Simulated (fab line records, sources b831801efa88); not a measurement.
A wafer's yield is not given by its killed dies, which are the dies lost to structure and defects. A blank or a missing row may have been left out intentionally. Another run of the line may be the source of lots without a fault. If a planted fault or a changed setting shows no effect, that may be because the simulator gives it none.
Matching of chambers | flow sky130 | 4 sister chambers for SKY_CONTACT_CMP_27 on cmp-01
The step polishes, stops on SiO2, t overpolish 15 s, target thk 0 nm. 4 wafers are shown with their chamber, then 7 later ones without.

WAFERS, EACH WITH ITS CHAMBER
wafer  | chamber | motorCurrentA (A)
L598.3 | 2       | 10.5
L598.5 | 0       | 11.4
L605.1 | 1       | 12.9
L605.2 | 3       | 12.4

WAFERS WITHOUT THEIR CHAMBER
wafer  | motorCurrentA (A)
L605.5 | 12.9
L607.2 | 11.2
L607.3 | 10.3
L607.6 | 10.8
L613.1 | 12.5
L613.5 | 12.9
L613.6 | 11.2

WHICH CHAMBER EACH WENT THROUGH
wafer  | from the rows above     | in truth
L605.5 | 1                       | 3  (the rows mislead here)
L607.2 | 0                       | 0
L607.3 | 2                       | 2
L607.6 | can't be placed: 2 or 0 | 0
L613.1 | can't be placed: 3 or 1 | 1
L613.5 | 1                       | 1
L613.6 | 0                       | 0
Correct placement for 4 of the 7. Cannot be placed on the basis of these rows: 2; the candidates contain the true chamber in 2. Wrongly placed: 1.
How it was worked out, from the rows above alone: a wafer's distance from a chamber is the root of the sum, over the readings, of the square of ((its reading less the chamber's mean) divided by the reading's scatter). The wafer belongs to the nearest chamber; if the next one is less than 2 further off, it can't be placed. For every chamber, the mean is computed from those of its wafers that are shown. The scatter: root of mean squared gap, hidden wafer to nearest shown wafer, with one shown wafer a chamber.
